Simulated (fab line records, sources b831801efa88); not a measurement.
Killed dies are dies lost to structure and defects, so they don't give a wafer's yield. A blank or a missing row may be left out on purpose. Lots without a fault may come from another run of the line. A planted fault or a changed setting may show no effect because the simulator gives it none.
Which tool did it? | flow sky130 | 12 lots, 36 wafers sampled, at 5 steps of a route of 708

WHAT THE GAUGES READ, wafer by wafer
SKY_VT_ADJUST_HVTR_CD_MEAS_07: target cd 380 nm. Usual: cd_nm 379.4 nm, standard deviation 2.5.
lot  | measured     | on        | cd_nm (nm)        | flag
L371 | day 9 07:00  | cd_sem-02 | 380.3 376.6 378.0 |
L373 | day 10 01:07 | cd_sem-02 | 379.6 381.7 379.1 |
L374 | day 10 08:44 | cd_sem-02 | 374.8 375.9 376.0 |
L376 | day 10 21:40 | cd_sem-01 | 379.0 379.1 379.6 |
L377 | day 11 09:04 | cd_sem-02 | 378.6 377.8 376.8 |
L378 | day 11 13:07 | cd_sem-02 | 376.9 376.9 377.5 |
L383 | day 13 03:09 | cd_sem-02 | 379.5 381.6 380.4 |
L387 | day 14 11:08 | cd_sem-02 | 380.2 380.1 379.7 |
L388 | day 14 14:49 | cd_sem-01 | 380.2 379.4 379.4 |
L389 | day 14 21:01 | cd_sem-01 | 382.5 381.5 382.8 |
L391 | day 15 14:32 | cd_sem-01 | 377.6 381.7 378.5 |
L392 | day 15 22:07 | cd_sem-02 | 379.7 377.7 379.4 |

SKY_VT_ADJUST_PCH_OVL_MEAS_07. Usual: VT_ADJUST_PCH_OVL 0.2 nm, standard deviation 1.3.
lot  | measured     | on         | VT_ADJUST_PCH_OVL (nm) | flag
L371 | day 10 05:26 | overlay-01 | -2.9 -2.0 -1.7         |
L373 | day 11 00:05 | overlay-02 | 0.4 2.9 -1.0           |
L374 | day 11 07:40 | overlay-01 | 1.5 0.7 2.4            |
L376 | day 11 20:56 | overlay-02 | -0.3 -0.7 -1.3         |
L377 | day 12 08:53 | overlay-02 | 1.5 3.0 1.1            |
L378 | day 12 14:08 | overlay-02 | -0.4 -0.2 -0.1         |
L383 | day 14 04:43 | overlay-01 | 0.1 1.0 -0.2           |
L387 | day 15 13:56 | overlay-01 | 1.1 -1.2 0.9           |
L388 | day 15 17:49 | overlay-01 | -1.4 -0.5 -1.5         |
L389 | day 16 00:13 | overlay-02 | 0.0 1.1 -0.1           |
L391 | day 16 19:08 | overlay-01 | -0.3 -0.9 0.5          |
L392 | day 17 02:25 | overlay-02 | -1.1 -0.2 -0.7         |

SKY_SONOS_TUNNEL_CD_MEAS_07: target cd 410 nm. Usual: cd_nm 409.3 nm, standard deviation 2.3.
lot  | measured     | on        | cd_nm (nm)        | flag
L371 | day 11 04:35 | cd_sem-02 | 408.1 409.0 406.7 |
L373 | day 12 00:13 | cd_sem-01 | 406.7 409.1 410.2 |
L374 | day 12 07:29 | cd_sem-01 | 411.4 411.4 411.6 |
L376 | day 12 21:25 | cd_sem-01 | 407.4 408.5 407.4 |
L377 | day 13 09:40 | cd_sem-01 | 412.2 411.8 412.1 |
L378 | day 13 14:52 | cd_sem-01 | 411.1 410.0 408.4 |
L383 | day 15 07:32 | cd_sem-02 | 412.5 411.3 410.6 |
L387 | day 16 18:41 | cd_sem-01 | 335.1 332.7 333.0 | OFF
L388 | day 16 21:55 | cd_sem-01 | 336.5 335.0 333.1 | OFF
L389 | day 17 05:01 | cd_sem-02 | 410.8 409.8 408.0 |
L391 | day 18 00:35 | cd_sem-01 | 362.9 364.9 365.0 | OFF
L392 | day 18 08:34 | cd_sem-02 | 361.5 362.4 364.1 | OFF

WHICH TOOL RAN EACH LOT (tool, then ch and the chambers of the sampled wafers, then the start)
lot  | SKY_VT_ADJUST_HVTR_STRIP_10          | SKY_SONOS_TUNNEL_EXPOSE_04
L371 | plasma_asher-01 ch 0,1, day 9 07:17  | iline_stepper-02 ch 0, day 10 17:43
L373 | plasma_asher-01 ch 0,1, day 10 01:26 | iline_stepper-01 ch 0, day 11 12:29
L374 | plasma_asher-02 ch 0,1, day 10 09:02 | iline_stepper-02 ch 0, day 11 20:04
L376 | plasma_asher-01 ch 0,1, day 10 21:59 | iline_stepper-02 ch 0, day 12 08:47
L377 | plasma_asher-01 ch 0,1, day 11 09:23 | iline_stepper-01 ch 0, day 12 21:57
L378 | plasma_asher-02 ch 0,1, day 11 13:26 | iline_stepper-01 ch 0, day 13 02:38
L383 | plasma_asher-02 ch 0,1, day 13 03:26 | iline_stepper-02 ch 0, day 14 18:37
L387 | plasma_asher-01 ch 0,1, day 14 11:26 | iline_stepper-02 ch 0, day 16 04:04
L388 | plasma_asher-02 ch 0,1, day 14 15:08 | iline_stepper-02 ch 0, day 16 08:04
L389 | plasma_asher-02 ch 1, day 14 21:20   | iline_stepper-01 ch 0, day 16 14:57
L391 | plasma_asher-03 ch 0,1, day 15 14:50 | iline_stepper-02 ch 0, day 17 10:04
L392 | plasma_asher-03 ch 0,1, day 15 22:26 | iline_stepper-02 ch 0, day 17 17:49
- SKY_VT_ADJUST_HVTR_STRIP_10: strips in O2/N2.
- SKY_SONOS_TUNNEL_EXPOSE_04: exposes mask TUNM, target cd 410 nm.

WHAT THE TOOLS THEMSELVES READ (means of the sampled wafers that have a number; where no wafer has one, the mark that the record gives instead)
SKY_VT_ADJUST_HVTR_STRIP_10. Usual: drypump_motor_current_A 6.28 A, standard deviation 0.23; oes_product_au 0.716 a.u., standard deviation 0.0049; strip_time_to_endpoint_s 14.18 s, standard deviation 0.04.
lot  | tool            | drypump_motor_current_A (A) | oes_product_au (a.u.) | strip_time_to_endpoint_s (s) | flag
L371 | plasma_asher-01 | 6.26                        | 0.716                 | 14.22                        |
L373 | plasma_asher-01 | 6.26                        | 0.710                 | 14.17                        |
L374 | plasma_asher-02 | 6.27                        | 0.715                 | 14.20                        |
L376 | plasma_asher-01 | 6.26                        | 0.721                 | 14.16                        |
L377 | plasma_asher-01 | 6.25                        | 0.717                 | 14.19                        |
L378 | plasma_asher-02 | 6.27                        | 0.716                 | 14.16                        |
L383 | plasma_asher-02 | 6.48                        | 0.714                 | 14.12                        |
L387 | plasma_asher-01 | 6.14                        | 0.722                 | 14.21                        |
L388 | plasma_asher-02 | 6.28                        | 0.716                 | 14.18                        |
L389 | plasma_asher-02 | 6.06                        | 0.717                 | 14.17                        |
L391 | plasma_asher-03 | 6.24                        | 0.709                 | 14.19                        |
L392 | plasma_asher-03 | 6.25                        | 0.717                 | 14.23                        |

SKY_SONOS_TUNNEL_EXPOSE_04. Usual: exposure_dose_mJ_cm2 135.92, standard deviation 0.15; stage_vel_mm_s 500.01 mm/s, standard deviation 0.23.
lot  | tool             | exposure_dose_mJ_cm2 | stage_vel_mm_s (mm/s) | flag
L371 | iline_stepper-02 | 135.98               | 499.76                |
L373 | iline_stepper-01 | 135.90               | 500.11                |
L374 | iline_stepper-02 | 135.71               | 500.14                |
L376 | iline_stepper-02 | 136.02               | 499.91                |
L377 | iline_stepper-01 | 135.98               | 499.72                |
L378 | iline_stepper-01 | 136.14               | 500.18                |
L383 | iline_stepper-02 | 135.80               | 499.94                |
L387 | iline_stepper-02 | 104.46               | 499.97                | OFF
L388 | iline_stepper-02 | 104.27               | 500.14                | OFF
L389 | iline_stepper-01 | 135.93               | 499.96                |
L391 | iline_stepper-02 | 115.48               | 499.88                | OFF
L392 | iline_stepper-02 | 115.53               | 500.11                | OFF

THE ANSWER, worked out from the rows above alone
Rule: a lot is off if the mean of its wafers that have a number lies more than 3 standard deviations from the usual mean. A lot without any number at a reading at which 4 lots or more have one is off too. The other lots that the step has rows for count as sound. The gauges are gone through in route order, then the tools' own readings, and for those a lot's mean is taken as printed above. The first step at which some lot is off is used, and at that step the reading that is off furthest; a lot without a number counts as furthest.
Off: L387, L388, L391, L392, at SKY_SONOS_TUNNEL_CD_MEAS_07 (cd_nm).
A tool fits if, at a process step before that reading, it ran every lot that is off, and no sound lot after the first of them. The gauges at SKY_SONOS_TUNNEL_CD_MEAS_07 aren't tried: what is off there is off at SKY_SONOS_TUNNEL_EXPOSE_04 too, on other tools, and a gauge's error can't cause that. One fits: iline_stepper-02 at SKY_SONOS_TUNNEL_EXPOSE_04. Its last sound lot is L383 (day 14 18:37), its first lot that is off L387 (day 16 04:04): a fault that began between those two fits.
The tool's own readings at SKY_SONOS_TUNNEL_EXPOSE_04 bear it out: on the lots that are off they differ by more than 5 times the standard deviation of the sound lots' means. exposure_dose_mJ_cm2 reads 109.94 there against 135.93 on the sound lots.

WHAT THE SIMULATOR HAD PUT IN
Process parameter drift: iline_stepper-02, from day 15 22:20 on, at SKY_SONOS_TUNNEL_EXPOSE_04. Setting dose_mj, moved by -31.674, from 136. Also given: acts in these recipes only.
Lots struck among those shown: L387, L388, L391, L392. The rule above found the same.
